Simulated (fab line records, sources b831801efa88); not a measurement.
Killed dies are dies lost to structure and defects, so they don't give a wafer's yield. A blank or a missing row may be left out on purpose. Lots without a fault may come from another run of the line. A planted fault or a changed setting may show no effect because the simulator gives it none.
One fault seen from 2 desks | flow gf180mcu | each desk has only its own numbers; what lay behind them comes last

THE METROLOGY DESK
What the gauges read, lot by lot, whatever tool the lot ran on: means of the sampled wafers that have a number. A lot is out of limits, marked OUT, if its mean lies more than 4 standard deviations from the usual mean; the brackets give that distance.
Columns: A = V5_CVD_00_THK at GF_V5_THK_MEAS_01, usual 299 nm; B = V5_CVD_02_THK at GF_V5_THK_MEAS_03, usual 1451 nm; C = V5_BOW at GF_V5_BOW_MEAS_05, usual 134 um; D = cd_nm at GF_V5_CD_MEAS_14, usual 259.8 nm; E = V5_OVL at GF_V5_OVL_MEAS_15, usual 0 nm
lot  | first seen here | A   | B    | C   | D     | E
L263 | day 26 21:16    | 298 | 1447 | 113 | 259.9 | -2
L268 | day 28 18:02    | 302 | 1436 | 139 | 258.9 | 5
L277 | day 31 03:32    | 308 | 1466 | 134 | 257.4 | -0
L281 | day 32 05:55    | 305 | 1468 | 139 | 260.6 | 9
L285 | day 33 04:42    | 302 | 1436 | 127 | 260.3 | 5
This desk's finding: nothing out of limits on any of the 5 lots.

THE TOOL OWNER'S DESK: litho_track-03
The tool's own readings at GF_V5_SOFTBAKE_10 (time 60 s): means of the sampled wafers that have a number, for each lot that ran on this tool. A lot is out of limits, marked OUT, if its mean lies more than 4 standard deviations from the usual mean; the brackets give that distance.
Columns: A = exhaust_pa at GF_V5_SOFTBAKE_10, usual 44.7 Pa; B = heater_power_total_W at GF_V5_SOFTBAKE_10, usual 93.06 W; C = run_length_s at GF_V5_SOFTBAKE_10, usual 89.05 s
lot  | first seen here | A    | B               | C
L263 | day 27 08:00    | 45.7 | 93.05           | 88.91
L277 | day 31 13:00    | 44.9 | 96.76 (+59) OUT | 82.29 (-45) OUT
This desk's finding: out of limits on L277; first on L277, day 31 13:00 (heater_power_total_W at GF_V5_SOFTBAKE_10). In limits: L263.

PUT TOGETHER
The tool owner's desk could have raised an alarm at day 31 13:00, on L277.
The metrology desk saw nothing out of limits.
The metrology desk has L277 on record, within its limits.
Of the lots named, all ran GF_V5_SOFTBAKE_10 on litho_track-03.

WHAT THE SIMULATOR HAD PUT IN
Process parameter drift: litho_track-03, from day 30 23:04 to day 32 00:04, at GF_V5_SOFTBAKE_10. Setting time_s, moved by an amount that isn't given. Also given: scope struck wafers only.
Lots struck among those shown: L277.
Hours from the fault's start to each desk's first reading out of limits: the tool owner's desk, 14.
